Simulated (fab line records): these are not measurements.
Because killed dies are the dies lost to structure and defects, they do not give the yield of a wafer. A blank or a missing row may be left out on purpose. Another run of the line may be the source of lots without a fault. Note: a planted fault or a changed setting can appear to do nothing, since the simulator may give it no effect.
fab line records	flow sky130
[record] lots = 5	wafers = 14	lastDay = 49
route steps=708 shown METAL3@561 VIA3@573 PAD_OPEN@708
lots untouched by any fault: they come from a run of this same line in which no faults occurred
startH: hours from the record's opening day to when the first of the lot's shown wafers began	waitH: time in hours since the lot's previous step	" as in the row above	L1.1+2: one row covering several wafers at once	- no value present, or no start provided	* or withheld: withheld	< > ~ a bound
route shown NAME@n: NAME is a module with steps in the file, n the number in the route of the first one	usual: the fault-free wafers' mean and standard deviation	same: alike in all rows	chamber/n: place in a boat	sites: the reading at each site	_std_site: their standard deviation	_edge_site: outer sites' mean less inner sites'	radiusMm: how far each site lies from the wafer's centre	mask NAME#n: copy n	behind: the last tool/chamber to shape the wafer	hold: what put the lot on hold/how long, in hours/how the hold closed	device: the n, p or np transistor that did not switch	end of line: the same wafers' tests at the end of the route	a step without rows: its recipe alone	killed: the dies lost at the first sort to structure and to defects; this is not the yield of the wafer	map: per-die view of a wafer (x killed, . not killed, _ where there is no die)
set.NAME: the setting that was run; set.NAME@STEP: the one run at that earlier step	model.NAME: the simulator's own value behind a step, which no gauge read
lots at some steps of the route; a table a step, a row a wafer
services: when a tool's chamber went out of use (startH, in hours from the record's first day, below 0 if earlier), for how many hours, and the reason
[[steps]]
[step SKY_METAL3_PEB_11]
[recipe] pebTempC = withheld	pebTimeS = withheld	resist = KrF-thick
[step SKY_METAL3_DEVELOP_12]
[recipe] developTimeS = 60	resist = KrF-thick	devTempC = 21
[step SKY_METAL3_CD_MEAS_13]
[recipe] targetCdNm = 300
[usual] cdNm = 300.6/1.2
lot.wafer	tool	chamber	startH	waitH	cdNm
L545.4	cdSem-02	-	898.87	-	301.4
L545.5	"	-	"	"	300.5
L545.6	"	-	"	"	301.1
L551.2	cdSem-02	-	956.77	-	304.3
L551.4	"	-	"	"	301.7
L551.5	"	-	"	"	302.0
L554.1	cdSem-01	-	965.15	-	302.1
L554.2	"	-	"	"	301.6
L554.4	"	-	"	"	301.5
L558.2	cdSem-01	-	991.44	-	300.9
L558.4	"	-	"	"	301.3
L558.5	"	-	"	"	301.2
L563.2	cdSem-02	-	1025.99	-	301.2
L563.6	"	-	"	"	301.0
[step SKY_METAL3_OVL_MEAS_14]
[usual] METAL3_OVL = 4/5.8
lot.wafer	tool	chamber	startH	waitH	METAL3_OVL[nm]
L545.4	overlay-02	-	898.95	0.1	4
L545.5	"	-	"	"	-4
L545.6	"	-	"	"	5
L551.2	overlay-01	-	956.88	0.1	3
L551.4	"	-	"	"	11
L551.5	"	-	"	"	-1
L554.1	overlay-02	-	965.27	0.1	4
L554.2	"	-	"	"	11
L554.4	"	-	"	"	16
L558.2	overlay-02	-	991.55	0.1	11
L558.4	"	-	"	"	7
L558.5	"	-	"	"	10
L563.2	overlay-02	-	1026.10	0.1	12
L563.6	"	-	"	"	11
[step SKY_METAL3_DESCUM_15]
[recipe] chemistry = O2	sourcePowerW = 150	biasPowerW = 0	pressureMtorr = 10	tempC = 40	timeS = 8
[usual] chamberPressureMTorr = 10.000/0.0086	drypumpMotorCurrentA = 5.86/0.2	oesProductAu = 1.003/0.0074
[same] biasPowerW = 0
lot.wafer	tool	chamber	startH	waitH	chamberPressureMTorr	drypumpMotorCurrentA	oesProductAu	rfHoursCounterH
L545.4	rieMetal-02	0	898.98	0.0	10.004	5.88	1.019	-
L545.5	"	1	"	"	10.007	5.95	1.017	-
L545.6	"	0	"	"	9.998	5.88	1.016	-
L551.2	rieMetal-03	1	956.91	0.0	9.992	5.60	1.001	10
L551.4	"	1	"	"	10.002	5.61	1.006	-
L551.5	"	0	"	"	10.000	5.54	1.002	-
L554.1	rieMetal-01	1	965.31	0.0	10.004	6.04	0.995	13
L554.2	"	0	"	"	9.991	6.22	1.008	7
L554.4	"	0	"	"	9.999	6.20	1.004	-
L558.2	rieMetal-03	0	991.59	0.0	9.992	5.56	1.003	-
L558.4	"	0	"	"	10.006	5.55	0.997	-
L558.5	"	0	"	"	10.001	5.53	1.003	-
L563.2	rieMetal-02	0	1026.13	0.0	9.990	5.87	0.998	6
L563.6	"	1	"	"	9.995	5.97	1.009	-
[step SKY_METAL3_ETCH_16]
[recipe] chemistry = N2/H2	target = BARC	ionEnergyEv = 200	biasW = 100	pressureMtorr = 30	n2FlowSccm = 100	h2FlowSccm = 200	icpW = 500	stopOn = SiO2	timeS = 88.2	targetDepthA = 600
[usual] chamberPressureMTorr = 30.000/0.029	drypumpMotorCurrentA = 5.87/0.2	oesProductAu = 0.626/0.0049	throttleValvePct = 13.204/0.0096
lot.wafer	tool	chamber	startH	waitH	chamberPressureMTorr	drypumpMotorCurrentA	oesProductAu	rfHoursCounterH	throttleValvePct
L545.4	rieMetal-02	0	899.03	0.0	30.028	5.88	0.618	-	13.209
L545.5	"	1	"	"	29.997	5.95	0.629	-	13.204
L545.6	"	0	"	"	29.987	5.88	0.626	-	13.201
L551.2	rieMetal-03	1	956.94	0.0	30.010	5.62	0.618	10	13.208
L551.4	"	1	"	"	29.987	5.64	0.632	-	13.178
L551.5	"	0	"	"	30.016	5.58	0.636	-	13.215
L554.1	rieMetal-01	1	965.34	0.0	29.962	6.07	0.635	13	13.203
L554.2	"	0	"	"	30.003	6.21	0.619	7	13.189
L554.4	"	0	"	"	29.956	6.23	0.622	-	13.208
L558.2	rieMetal-03	0	991.67	0.1	29.980	5.56	0.628	-	13.212
L558.4	"	0	"	"	29.993	5.56	0.615	-	13.212
L558.5	"	0	"	"	30.000	5.55	0.636	-	13.208
L563.2	rieMetal-02	0	1026.16	0.0	30.040	5.90	0.623	6	13.207
L563.6	"	1	"	"	29.995	5.91	0.621	-	13.214
[step SKY_METAL3_ETCH_17]
[recipe] target = SiO2	stopOn = TiN	chemistry = C4F8/O2/Ar	sourceW = 1500	biasW = 1200	pressureMtorr = 40	c4f8FlowSccm = withheld	O2_flow_sccm = 6	Ar_flow_sccm = 300	timeS = 3.9	targetDepthA = 150
[step SKY_METAL3_METAL_ETCH_18]
[recipe] targetDepthA = 8450	stopOn = SiO2	overEtchFrac = 0.3	timeS = 183.1	chemistry = Cl2/BCl3	resistSidewallDeg = 88	pressureMtorr = 10	icpW = 900	biasW = 48.5	Cl2_flow_sccm = 60	bcl3FlowSccm = 30
[usual] chamberPressureMTorr = 10.001/0.0091	drypumpMotorCurrentA = 5.90/0.24	oesProductAu = 0.867/0.0055	throttleValvePct = 22.265/0.0099
lot.wafer	tool	chamber	startH	waitH	chamberPressureMTorr	drypumpMotorCurrentA	oesProductAu	rfHoursCounterH	throttleValvePct
L545.4	rieMetal-01	1	899.17	0.1	9.989	6.07	0.869	-	22.269
L545.5	"	0	"	"	10.000	6.21	0.867	-	22.274
L545.6	"	1	"	"	9.992	6.06	0.869	-	22.270
L551.2	rieMetal-01	0	957.05	0.0	10.005	6.20	0.874	6	22.244
L551.4	"	1	"	"	10.024	6.03	0.869	-	22.288
L551.5	"	0	"	"	10.000	6.20	0.857	-	22.266
L554.1	rieMetal-02	0	965.45	0.0	10.018	5.88	0.868	3	22.261
L554.2	"	1	"	"	10.018	5.95	0.866	12	22.263
L554.4	"	0	"	"	10.008	5.86	0.867	-	22.251
L558.2	rieMetal-02	1	991.86	0.0	10.006	5.95	0.871	14	22.271
L558.4	"	1	"	"	10.005	5.96	0.880	-	22.267
L558.5	"	0	"	"	10.007	5.88	0.871	-	22.267
L563.2	rieMetal-01	1	1026.28	0.0	10.005	6.00	0.861	17	22.272
L563.6	"	0	"	"	10.000	6.24	0.871	-	22.253
[step SKY_METAL3_STRIP_19]
[recipe] chemistry = O2/N2	powerW = 1400	pressureMtorr = 1500	platenTempC = withheld	o2FlowSccm = 3000	n2FlowSccm = 300	overashFraction = 0.5
[usual] chamberPressureMTorr = 1499.9/1.3	drypumpMotorCurrentA = 5.6/0.35	oesProductAu = 0.501/0.0051	stripTimeToEndpointS = 6.51/0.058
lot.wafer	tool	chamber	startH	waitH	chamberPressureMTorr	drypumpMotorCurrentA	oesProductAu	rfHoursCounterH	stripTimeToEndpointS
L545.4	plasmaAsher-01	1	899.33	0.1	1501.2	5.6	0.504	-	6.48
L545.5	"	0	"	"	1499.8	5.1	0.512	-	6.55
L545.6	"	1	"	"	1500.9	5.5	0.492	-	6.49
L551.2	plasmaAsher-01	0	957.23	0.1	1501.3	5.1	0.494	54	6.58
L551.4	"	1	"	"	1497.8	5.6	0.507	-	6.58
L551.5	"	1	"	"	1501.3	5.6	0.504	-	6.58
L554.1	plasmaAsher-04	1	965.63	0.1	1497.1	5.7	0.496	109	6.44
L554.2	"	0	"	"	1500.2	6.1	0.501	109	6.49
L554.4	"	1	"	"	1499.3	5.6	0.492	-	6.47
L558.2	plasmaAsher-01	1	992.04	0.1	1498.0	5.6	0.503	57	6.47
L558.4	"	0	"	"	1499.6	5.1	0.503	-	6.47
L558.5	"	1	"	"	1500.0	5.5	0.500	-	6.41
L563.2	plasmaAsher-02	0	1026.46	0.1	1501.7	5.6	0.489	26	6.47
L563.6	"	1	"	"	1499.8	5.2	0.502	-	6.52
[step SKY_METAL3_STRIP_20]
[recipe] chemistry = postEtchResidueRemover	timeS = 1200	tempC = 72.5
[step SKY_METAL3_CLEAN_21]
[recipe] chemistry = IPA	timeS = 180	tempC = 25
[step SKY_METAL3_CLEAN_22]
[recipe] chemistry = O3/DIW	dry = n2Spin
[step SKY_VIA3_HDPCVD_00]
[recipe] material = SiO2	targetThkNm = 1635	sigmaOpenFrac = 0.3	timeS = 272.5	tempC = 400	sih4FlowSccm = 60	pressureMtorr = 6
[usual] runLengthS = 300.1/0.44
lot.wafer	tool	chamber	startH	waitH	runLengthS	model.SiO2_of_VIA3_HDPCVD_00.thkNm
L545.4	hdpcvd-02	1	900.07	0.1	299.8	1620
L545.5	"	0	"	"	300.2	1621
L545.6	"	2	"	"	300.4	1618
L551.2	hdpcvd-02	2	957.82	0.0	301.0	1626
L551.4	"	0	"	"	300.5	1624
L551.5	"	2	"	"	301.0	1615
L554.1	hdpcvd-01	2	966.22	0.0	300.0	1640
L554.2	"	1	"	"	300.2	1659
L554.4	"	0	"	"	300.5	1652
L558.2	hdpcvd-02	1	992.64	0.0	299.3	1629
L558.4	"	2	"	"	300.1	1635
L558.5	"	1	"	"	299.5	1626
L563.2	hdpcvd-01	2	1027.08	0.0	299.3	1656
L563.6	"	1	"	"	203.6	1088
[step SKY_VIA3_THK_MEAS_01]
[recipe] reads = SiO2_of_VIA3_HDPCVD_00
[usual] VIA3_HDPCVD_THK = 1639/13
lot.wafer	tool	chamber	startH	waitH	VIA3_HDPCVD_THK[nm]
L545.4	filmMetro-03	-	900.18	0.0	1620
L545.5	"	-	"	"	1622
L545.6	"	-	"	"	1617
L551.2	filmMetro-04	-	958.00	0.1	1628
L551.4	"	-	"	"	1623
L551.5	"	-	"	"	1614
L554.1	filmMetro-03	-	966.39	0.1	1639
L554.2	"	-	"	"	1659
L554.4	"	-	"	"	1651
L558.2	filmMetro-04	-	992.81	0.1	1630
L558.4	"	-	"	"	1635
L558.5	"	-	"	"	1628
L563.2	filmMetro-04	-	1027.26	0.1	1655
L563.6	"	-	"	"	1089
[step SKY_VIA3_CMP_02]
[recipe] material = SiO2	downForcePsi = 4	platenRpm = 60	padVelocityMS = 0.94248
[usual] motorCurrentA = 12.1/0.96	slurryFlowMlMin = 150.0/0.46
lot.wafer	tool	chamber	startH	waitH	motorCurrentA	slurryFlowMlMin
L545.4	cmp-01	2	900.26	0.1	13.1	149.6
L545.5	"	1	"	"	12.1	150.1
L545.6	"	2	"	"	12.8	149.8
L551.4	cmp-01	2	958.15	0.1	13.7	149.9
L551.2	"	3	"	"	10.8	149.7
L551.5	"	1	"	"	11.5	150.3
L554.4	cmp-01	1	966.45	0.0	10.2	150.3
L554.2	"	3	"	"	10.3	149.1
L554.1	"	0	"	"	12.0	150.4
L558.4	cmp-02	0	992.96	0.1	13.3	150.7
L558.2	"	1	"	"	13.0	149.8
L558.5	"	3	"	"	12.4	150.0
L563.2	cmp-01	1	1027.31	0.0	11.2	149.7
L563.6	"	2	"	"	13.2	149.6
[step SKY_PAD_OPEN_PROBE_99]
[usual] defectLimitedYield = 82.2/1.9	killed_at_M0_to_M3 = 43/6.5	killed_at_M4_up = 3.5/1.9	killedAtContacts = 24/5.4	killedAtFrontEnd = 16/4.8	killedAtOther = 0.4/0.64	killedDies = 87/9.4	killedOnRim = 18/4.1	killedOpen = 47/7	killedShort = 40/6.3
[same] grossDies = 492	killedAtBackSide = 0
lot.wafer	tool	chamber	startH	waitH	defectLimitedYield[%]	killed_at_M0_to_M3	killed_at_M4_up	killedAtContacts	killedAtFrontEnd	killedAtOther	killedDies	killedOnRim	killedOpen	killedShort	model.etest.tester.sortNPass	model.etest.tester.sortYieldPct	model.etest.tester.sort_bin_3_pct	model.etest.met4Comb.leakLog10AUm	model.etest.tester.sort_bin_8_pct
L545.4	prober-02	-	1072.74	0.2	79.9	43	4	31	21	0	99	22	53	45	393	79.88	1.22	-11.88	0
L545.5	prober-02	-	1072.79	0.2	84.1	29	4	27	18	0	78	22	35	42	414	84.15	1.423	-12.07	0
L545.6	prober-02	-	1072.84	0.2	81.3	54	0	23	14	1	92	20	60	30	400	81.3	0.813	-11.85	0
L551.2	prober-01	-	1123.06	0.1	82.3	49	3	18	17	0	87	13	57	28	405	82.32	0.813	-12.03	0
L551.4	prober-01	-	1123.16	0.2	80.5	46	5	17	28	0	96	23	50	44	396	80.49	1.016	-11.95	0
L551.5	prober-01	-	1123.21	0.2	79.9	41	6	29	22	1	99	23	51	45	393	79.88	1.22	-11.98	0
L554.1	prober-02	-	1126.81	0.1	85.4	37	3	17	15	0	72	16	38	34	420	85.37	0.6098	-11.82	0
L554.2	prober-02	-	1126.86	0.1	82.9	40	2	25	16	1	84	12	46	38	408	82.93	1.22	-12.14	0
L554.4	prober-02	-	1126.96	0.2	80.7	44	7	28	16	0	95	12	54	40	397	80.69	1.22	-12.01	0
L558.2	prober-01	-	1149.21	0.1	81.1	41	5	24	21	2	93	20	55	36	399	81.1	1.016	-11.89	0
L558.4	prober-01	-	1149.31	0.2	80.1	48	6	27	17	0	98	21	51	47	394	80.08	1.016	-11.99	0
L558.5	prober-01	-	1149.36	0.2	78.9	51	2	33	16	2	104	18	53	49	388	78.86	1.423	-11.85	0
L563.2	prober-02	-	1174.64	0.1	83.5	38	6	14	23	0	81	19	46	35	411	83.54	1.016	-12.09	0
L563.6	prober-02	-	1174.84	0.2	82.9	43	3	13	24	1	84	16	37	46	239	48.58	35.09	-6.867	0.06959
// killed by level:class
L545.4 VIA1:geometricParticle:open=10 VIA2:geometricParticle:open=8 LI_CONTACT:geometricParticle:open=8 LOCAL_INTERCONNECT:geometricParticle:short=8 METAL2:geometricParticle:short=7 FIELD_ISO:geometricParticle:open=5 FIELD_ISO:geometricParticle:short=5 CONTACT:geometricParticle:open=5
L545.5 CONTACT:geometricParticle:open=10 LOCAL_INTERCONNECT:geometricParticle:short=7 CONTACT:geometricParticle:short=7 METAL2:geometricParticle:short=7 FIELD_ISO:geometricParticle:open=4 VIA1:geometricParticle:open=4 VIA2:geometricParticle:open=4 VIA3:geometricParticle:open=4
L545.6 CONTACT:geometricParticle:open=13 VIA2:geometricParticle:open=11 VIA1:geometricParticle:open=10 VIA3:geometricParticle:open=10 VIA3:geometricParticle:short=5 FIELD_ISO:geometricParticle:open=4 POLY_GATE:geometricParticle:open=4 CONTACT:geometricParticle:short=4
L551.2 CONTACT:geometricParticle:open=10 METAL1:geometricParticle:short=9 VIA1:geometricParticle:open=9 VIA3:geometricParticle:open=8 VIA2:geometricParticle:open=7 LI_CONTACT:geometricParticle:open=6 FIELD_ISO:geometricParticle:open=4 FIELD_ISO:geometricParticle:short=4
L551.4 VIA1:geometricParticle:open=11 FIELD_ISO:geometricParticle:open=8 CONTACT:geometricParticle:open=6 METAL2:geometricParticle:short=6 FIELD_ISO:geometricParticle:short=5 VIA1:geometricParticle:short=5 METAL1:geometricParticle:short=5 VIA3:geometricParticle:short=4
L551.5 CONTACT:geometricParticle:short=9 VIA2:geometricParticle:open=9 CONTACT:geometricParticle:open=8 VIA3:geometricParticle:open=8 FIELD_ISO:geometricParticle:open=7 METAL4:geometricParticle:short=6 POLY_GATE:geometricParticle:open=5 LI_CONTACT:geometricParticle:open=5
L554.1 VIA1:geometricParticle:open=9 VIA2:geometricParticle:open=8 CONTACT:geometricParticle:open=8 FIELD_ISO:geometricParticle:short=6 LI_CONTACT:geometricParticle:open=5 VIA3:geometricParticle:open=5 VIA2:geometricParticle:short=4 LOCAL_INTERCONNECT:geometricParticle:short=3
L554.2 LI_CONTACT:geometricParticle:open=11 POLY_GATE:geometricParticle:short=7 CONTACT:geometricParticle:open=7 VIA1:geometricParticle:open=7 VIA2:geometricParticle:open=6 METAL2:geometricParticle:short=6 METAL1:geometricParticle:short=5 FIELD_ISO:geometricParticle:open=3
L554.4 CONTACT:geometricParticle:open=14 VIA1:geometricParticle:open=8 METAL2:geometricParticle:short=7 LI_CONTACT:geometricParticle:open=6 VIA1:geometricParticle:short=6 VIA3:geometricParticle:open=6 VIA2:geometricParticle:open=5 SPACER:geometricParticle:open=4
L558.2 VIA1:geometricParticle:open=13 LI_CONTACT:geometricParticle:open=8 CONTACT:geometricParticle:open=7 FIELD_ISO:geometricParticle:open=6 VIA2:geometricParticle:open=6 FIELD_ISO:geometricParticle:short=5 POLY_GATE:geometricParticle:short=4 CONTACT:geometricParticle:short=4
L558.4 METAL1:geometricParticle:short=11 CONTACT:geometricParticle:open=10 LI_CONTACT:geometricParticle:open=7 VIA3:geometricParticle:open=7 VIA2:geometricParticle:short=6 VIA3:geometricParticle:short=6 FIELD_ISO:geometricParticle:short=5 VIA1:geometricParticle:open=4
L558.5 CONTACT:geometricParticle:open=14 METAL1:geometricParticle:short=13 VIA2:geometricParticle:open=8 LI_CONTACT:geometricParticle:open=6 FIELD_ISO:geometricParticle:open=5 POLY_GATE:geometricParticle:open=5 LI_CONTACT:geometricParticle:short=5 VIA1:geometricParticle:open=5
L563.2 VIA3:geometricParticle:open=8 METAL1:geometricParticle:short=7 POLY_GATE:geometricParticle:open=6 POLY_GATE:geometricParticle:short=5 CONTACT:geometricParticle:open=5 VIA2:geometricParticle:open=5 FIELD_ISO:geometricParticle:open=4 FIELD_ISO:geometricParticle:short=4
L563.6 POLY_GATE:geometricParticle:short=9 METAL1:geometricParticle:short=9 FIELD_ISO:geometricParticle:open=6 VIA3:geometricParticle:short=6 VIA3:geometricParticle:open=5 FIELD_ISO:geometricParticle:short=4 LI_CONTACT:geometricParticle:open=4 VIA2:geometricParticle:open=4
[[services]]
tool	chamber	startH	hours	kind
cmp-02	-	887.99	2.6	repair
cmp-02	-	912.00	4.0	pm
hdpcvd-01	-	913.84	0.7	repair
plasmaAsher-04	-	915.87	2.8	pm
rieMetal-01	1	916.12	7.5	repair
cmp-02	-	916.32	6.9	pm
hdpcvd-01	1	923.08	15.2	repair
rieMetal-03	1	933.70	7.2	repair
rieMetal-03	-	937.68	2.8	pm
hdpcvd-01	-	950.25	15.0	pm
hdpcvd-01	0	950.25	15.0	ventCycle
hdpcvd-01	1	950.25	15.0	ventCycle
hdpcvd-01	2	950.25	15.0	ventCycle
hdpcvd-02	-	950.94	1.0	repair
plasmaAsher-02	-	958.20	0.5	repair
hdpcvd-01	0	965.25	-	clean
hdpcvd-01	1	965.25	-	clean
rieMetal-02	1	969.27	1.8	repair
rieMetal-01	0	975.50	15.0	repair
rieMetal-03	1	980.39	20.4	repair
rieMetal-01	-	981.97	2.8	pm
cmp-02	-	994.74	6.1	pm
plasmaAsher-02	-	996.90	28.1	pm
cmp-02	-	1014.51	2.5	repair
[[key]]
[firstSign] step = SKY_VIA3_HDPCVD_00	reading = runLengthS	direction = down	sigmas = 99+	usual = *	struck = *
[effect] step = SKY_VIA3_THK_MEAS_01	reading = VIA3_HDPCVD_THK	direction = down	sigmas = 41	usual = 1639	struck = 1089
[modelEffect] step = SKY_VIA3_HDPCVD_00	value = SiO2_of_VIA3_HDPCVD_00.thkNm	without = 1670	struck = 1088
[modelEffect] step = SKY_PAD_OPEN_PROBE_99	value = etest.tester.sortNPass	without = 408	struck = 239
metAt SKY_VIA3_HDPCVD_00
struckWafers L563.6
onsetBetween 966.22 1027.08
[fault] kind = processParameterDrift	tool = hdpcvd-01	chamber = -	onsetH = 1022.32	steps = SKY_VIA3_HDPCVD_00	channel = timeS	offset = *	shape = step	endH = 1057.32	scope = struckWafersOnly	actsIn = *	stated = *
